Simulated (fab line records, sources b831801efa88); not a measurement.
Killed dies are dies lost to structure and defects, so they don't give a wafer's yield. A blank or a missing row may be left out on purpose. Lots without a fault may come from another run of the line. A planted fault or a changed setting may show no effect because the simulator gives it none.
Which tool did it? | flow sky130 | 15 lots, 45 wafers sampled, at 5 steps of a route of 708

WHAT THE GAUGES READ, wafer by wafer
SKY_POLY_GATE_THK_MEAS_04.
lot  | measured     | on            | POLY_GATE_CVD_03_THK (nm)
L885 | day 16 13:04 | film_metro-04 | 74.8 75.0 75.0
L886 | day 16 21:26 | film_metro-02 | 74.7 75.2 74.7
L887 | day 17 08:53 | film_metro-04 | 75.7 75.9 76.3
L888 | day 17 11:26 | film_metro-04 | 75.5 75.7 75.6
L890 | day 18 10:20 | film_metro-01 | 75.3 75.7 75.5
L892 | day 19 02:50 | film_metro-01 | 76.7 76.3 76.4
L893 | day 19 11:47 | film_metro-02 | 74.8 75.2 74.6
L894 | day 19 22:47 | film_metro-02 | 76.1 77.2 77.2
L895 | day 20 03:44 | film_metro-04 | 74.5 74.1 74.1
L896 | day 20 11:55 | film_metro-04 | 75.6 75.5 75.3
L899 | day 21 15:08 | film_metro-02 | 75.5 76.1 76.0
L902 | day 22 13:05 | film_metro-01 | 76.0 76.5 76.3
L903 | day 22 17:38 | film_metro-02 | 75.4 75.9 75.6
L904 | day 23 01:23 | film_metro-02 | 75.6 75.7 75.7
L905 | day 23 13:12 | film_metro-01 | 75.1 75.1 75.8

SKY_LDD_N_TW_MEAS_17.
lot  | measured     | on            | LDD_N_TW
L885 | day 19 03:49 | film_metro-04 | 2606 2608 2606
L886 | day 19 14:26 | film_metro-03 | 2618 2613 2626
L887 | day 20 00:58 | film_metro-03 | 2602 2588 2587
L888 | day 20 05:21 | film_metro-01 | 2598 2608 2606
L890 | day 21 02:54 | film_metro-04 | 2596 2597 2587
L892 | day 21 20:17 | film_metro-04 | 2588 2599 2588
L893 | day 22 05:17 | film_metro-01 | 2611 2628 2620
L894 | day 22 14:19 | film_metro-03 | 2463 2458 2477 2451 2461 2476
L895 | day 22 21:21 | film_metro-01 | 2475 2481 2484 2483 2481 2486
L896 | day 23 07:11 | film_metro-01 | 2473 2479 2481 2468 2476 2464
L899 | day 24 06:12 | film_metro-04 | 2604 2616 2609
L902 | day 25 02:03 | film_metro-04 | 2594 2587 2595
L903 | day 25 09:42 | film_metro-04 | 2596 2589 2585
L904 | day 25 15:16 | film_metro-04 | 2586 2596 2581
L905 | day 26 03:19 | film_metro-04 | 2613 2605 2607

SKY_LDD_P_CD_MEAS_07: target cd 380 nm.
lot  | measured     | on        | cd_nm (nm)
L885 | day 20 10:41 | cd_sem-01 | 377.6 378.4 378.9
L886 | day 20 20:37 | cd_sem-02 | 378.3 377.9 377.9
L887 | day 21 07:23 | cd_sem-02 | 383.2 381.9 383.3
L888 | day 21 11:43 | cd_sem-01 | 380.7 382.0 382.0
L890 | day 22 10:17 | cd_sem-02 | 379.6 377.8 378.8
L892 | day 23 03:19 | cd_sem-01 | 385.9 386.3 384.4
L893 | day 23 12:22 | cd_sem-02 | 381.9 381.1 381.8
L899 | day 25 11:20 | cd_sem-02 | 378.6 379.0 377.2
L902 | day 26 07:34 | cd_sem-01 | 379.7 380.0 381.6
L903 | day 26 15:10 | cd_sem-02 | 382.5 382.2 380.7
L904 | day 26 20:24 | cd_sem-02 | 381.6 384.1 383.8
L905 | day 27 08:45 | cd_sem-01 | 375.8 375.8 378.7

WHICH TOOL RAN EACH LOT (tool, then ch and the chambers of the sampled wafers, then the start)
lot  | SKY_LDD_N_IMPLANT_09            | SKY_LDD_N_STRIP_16
L885 | implanter-04 ch 0, day 19 02:43 | plasma_asher-04 ch 0,1, day 19 03:43
L886 | implanter-04 ch 0, day 19 13:17 | plasma_asher-04 ch 0,1, day 19 14:20
L887 | implanter-02 ch 0, day 19 23:50 | plasma_asher-02 ch 0,1, day 20 00:51
L888 | implanter-02 ch 0, day 20 04:12 | plasma_asher-04 ch 0,1, day 20 05:15
L890 | implanter-02 ch 0, day 21 01:46 | plasma_asher-04 ch 0,1, day 21 02:47
L892 | implanter-01 ch 0, day 21 19:08 | plasma_asher-04 ch 0,1, day 21 20:11
L893 | implanter-04 ch 0, day 22 04:08 | plasma_asher-02 ch 0,1, day 22 05:11
L894 | implanter-04, day 22 13:11      | plasma_asher-03 ch 0,1, day 22 14:12
L895 | implanter-04, day 22 20:13      | plasma_asher-04 ch 0,1, day 22 21:14
L896 | implanter-02, day 23 06:02      | plasma_asher-02 ch 0,1, day 23 07:05
L899 | implanter-04 ch 0, day 24 05:04 | plasma_asher-02 ch 0,1, day 24 06:05
L902 | implanter-04 ch 0, day 25 00:54 | plasma_asher-03 ch 0,1, day 25 01:57
L903 | implanter-02 ch 0, day 25 08:33 | plasma_asher-03 ch 0,1, day 25 09:36
L904 | implanter-04 ch 0, day 25 14:09 | plasma_asher-04 ch 0,1, day 25 15:11
L905 | implanter-02 ch 0, day 26 02:12 | plasma_asher-02 ch 0,1, day 26 03:14
- SKY_LDD_N_IMPLANT_09
- SKY_LDD_N_STRIP_16: strips in O2/N2.

WHAT THE TOOLS THEMSELVES READ (means of the sampled wafers that have a number; where no wafer has one, the mark that the record gives instead)
SKY_LDD_N_IMPLANT_09.
lot  | tool         | beam_energy_keV | beam_on_s (s)
L885 | implanter-04 | 20.003          | 9.90
L886 | implanter-04 | 20.000          | 9.94
L887 | implanter-02 | 20.006          | 9.84
L888 | implanter-02 | 19.998          | 9.86
L890 | implanter-02 | 19.992          | 10.05
L892 | implanter-01 | 20.000          | 9.87
L893 | implanter-04 | 20.002          | 10.23
L894 | implanter-04 | -               | -
L895 | implanter-04 | -               | -
L896 | implanter-02 | -               | -
L899 | implanter-04 | 20.003          | 9.85
L902 | implanter-04 | 19.995          | 9.88
L903 | implanter-02 | 20.002          | 9.99
L904 | implanter-04 | 20.008          | 10.27
L905 | implanter-02 | 20.002          | 10.09

SKY_LDD_N_STRIP_16.
lot  | tool            | chamber_pressure_mTorr (mTorr) | drypump_motor_current_A (A) | oes_product_au (a.u.) | strip_time_to_endpoint_s (s)
L885 | plasma_asher-04 | 1500.4                         | 5.2                         | 0.407                 | 4.346
L886 | plasma_asher-04 | 1499.9                         | 5.3                         | 0.408                 | 4.348
L887 | plasma_asher-02 | 1500.0                         | 5.9                         | 0.402                 | 4.364
L888 | plasma_asher-04 | 1500.9                         | 5.3                         | 0.406                 | 4.351
L890 | plasma_asher-04 | 1500.0                         | 5.2                         | 0.411                 | 4.336
L892 | plasma_asher-04 | 1500.2                         | 5.2                         | 0.404                 | 4.337
L893 | plasma_asher-02 | 1500.1                         | 5.6                         | 0.408                 | 4.320
L894 | plasma_asher-03 | 1500.9                         | 5.4                         | 0.414                 | 4.156
L895 | plasma_asher-04 | 1499.3                         | 5.4                         | 0.411                 | 4.167
L896 | plasma_asher-02 | 1500.5                         | 5.6                         | 0.405                 | 4.164
L899 | plasma_asher-02 | 1499.0                         | 5.6                         | 0.407                 | 4.339
L902 | plasma_asher-03 | 1498.7                         | 5.3                         | 0.409                 | 4.325
L903 | plasma_asher-03 | 1499.3                         | 5.5                         | 0.412                 | 4.357
L904 | plasma_asher-04 | 1499.0                         | 5.5                         | 0.408                 | 4.338
L905 | plasma_asher-02 | 1501.5                         | 5.8                         | 0.406                 | 4.357

THE ANSWER, worked out from the rows above alone
Rule: what is usual is taken from the lots themselves. Put in order of their means at a reading, lots are off if they are a third of the lots or fewer, leave a main group of 4 or more, and stand apart from it by a gap of 3 or more times the standard deviation of the main group's means; of several such gaps the widest counts. A main group whose means are all the same, to the digits that the tables above print for the reading, isn't used. A lot without any number at a reading at which 4 lots or more have one is off too. The other lots that the step has rows for count as sound. The gauges are gone through in route order, then the tools' own readings, and for those a lot's mean is taken as printed above. The first step at which some lot is off is used, and at that step the reading that is off furthest; a lot without a number counts as furthest.
Off: L894, L895, L896, at SKY_LDD_N_TW_MEAS_17 (LDD_N_TW). The main group: mean 2601, standard deviation 11.
A tool fits if, at a process step before that reading, it ran every lot that is off, and no sound lot after the first of them. The gauges at SKY_LDD_N_TW_MEAS_17 aren't tried: what is off there is off at SKY_LDD_N_IMPLANT_09 too, on other tools, and a gauge's error can't cause that. None of those tried fits.

WHAT THE SIMULATOR HAD PUT IN
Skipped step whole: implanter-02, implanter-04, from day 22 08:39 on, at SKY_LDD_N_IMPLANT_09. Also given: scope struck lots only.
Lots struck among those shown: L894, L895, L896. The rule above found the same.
